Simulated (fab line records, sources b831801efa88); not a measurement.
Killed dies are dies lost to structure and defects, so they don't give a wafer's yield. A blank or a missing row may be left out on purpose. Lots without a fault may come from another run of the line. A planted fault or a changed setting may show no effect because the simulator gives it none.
Tool commonality check | flow gf180mcu | 13 lots, 39 wafers sampled

WHY IT WAS OPENED
At GF_NSD_OVL_MEAS_08 the reading NSD_OVL is flagged on 3 of 13 lots. Wafers without a fault read 1.1 nm, standard deviation 1.4.
Rule: a lot is flagged when every wafer of it that has a number lies more than 4 standard deviations from that mean, or none has a number. The other lots count as sound.

lot  | measured     | on         | NSD_OVL (nm), wafer by wafer | flag
L305 | day 13 17:08 | overlay-02 | 1.3 1.4 2.1                  |
L306 | day 13 22:55 | overlay-02 | 0.6 -0.2 1.8                 |
L307 | day 14 03:59 | overlay-02 | 1.0 3.2 3.3                  |
L309 | day 15 05:28 | overlay-02 | 0.5 -0.6 -0.7                |
L310 | day 15 16:16 | overlay-02 | 1.8 1.0 0.9                  |
L311 | day 16 02:11 | overlay-02 | -0.2 -1.0 0.0                |
L312 | day 16 12:59 | overlay-02 | 261.3 263.4 262.8            | FLAGGED
L315 | day 17 12:08 | overlay-02 | 261.9 262.1 265.6            | FLAGGED
L316 | day 17 14:47 | overlay-01 | 265.1 264.8 264.9            | FLAGGED
L323 | day 20 03:28 | overlay-02 | 3.1 2.1 2.6                  |
L324 | day 20 10:55 | overlay-01 | 1.4 0.3 1.6                  |
L327 | day 21 10:58 | overlay-01 | 1.5 1.3 3.2                  |
L328 | day 21 23:38 | overlay-01 | 3.4 2.8 3.6                  |
The numbers of the flagged lots are 263.5 nm on average: +262.4 nm against the usual, or +99 or more standard deviations.

WHICH TOOL RAN EACH LOT
The record holds 1 process step before the reading, out of a route of 602 steps. In each cell: the tool, then ch and the chambers that the sampled wafers went through, then the start.
lot  | flag    | GF_NSD_EXPOSE_04
L305 |         | iline_stepper-01 ch 0, day 13 06:41
L306 |         | iline_stepper-01 ch 0, day 13 12:11
L307 |         | iline_stepper-02 ch 0, day 13 17:47
L309 |         | iline_stepper-02 ch 0, day 14 18:25
L310 |         | iline_stepper-01 ch 0, day 15 05:20
L311 |         | iline_stepper-01 ch 0, day 15 15:42
L312 | FLAGGED | iline_stepper-01 ch 0, day 16 01:38
L315 | FLAGGED | iline_stepper-01 ch 0, day 17 00:04
L316 | FLAGGED | iline_stepper-01 ch 0, day 17 02:43
L323 |         | iline_stepper-02 ch 0, day 19 15:30
L324 |         | iline_stepper-02 ch 0, day 19 23:26
L327 |         | iline_stepper-02 ch 0, day 20 22:52
L328 |         | iline_stepper-02 ch 0, day 21 11:28
What these steps do:
- GF_NSD_EXPOSE_04: exposes mask Nplus, target cd 400 nm.
- GF_NSD_OVL_MEAS_08

FLAGGED OVER TOTAL, TOOL BY TOOL (the gauges that took the reading come last)
step               | tool             | lots run | flagged | share of the flagged lots | sound lots run after its first flagged lot
GF_NSD_EXPOSE_04   | iline_stepper-01 | 7        | 3       | all                       | 0
GF_NSD_EXPOSE_04   | iline_stepper-02 | 6        | 0       | none                      | -
GF_NSD_OVL_MEAS_08 | overlay-01       | 4        | 1       | some                      | 3 (L324,L327,L328)
GF_NSD_OVL_MEAS_08 | overlay-02       | 9        | 2       | some                      | 1 (L323)

WHAT THE TABLE ALLOWS
1 row of the table ran every flagged lot: iline_stepper-01 at GF_NSD_EXPOSE_04.
- iline_stepper-01 at GF_NSD_EXPOSE_04: 3 of its 7 lots flagged. Its last sound lot is L311 (day 15 15:42), its first flagged lot L312 (day 16 01:38): a fault that began between those two fits.
One tool is left: iline_stepper-01 at GF_NSD_EXPOSE_04.

WHAT THE SIMULATOR HAD PUT IN
Scanner matching overlay: iline_stepper-01, from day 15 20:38 on, at GF_NSD_EXPOSE_04. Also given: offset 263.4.
Lots struck among those shown: L312, L315, L316. The rule above found the same.
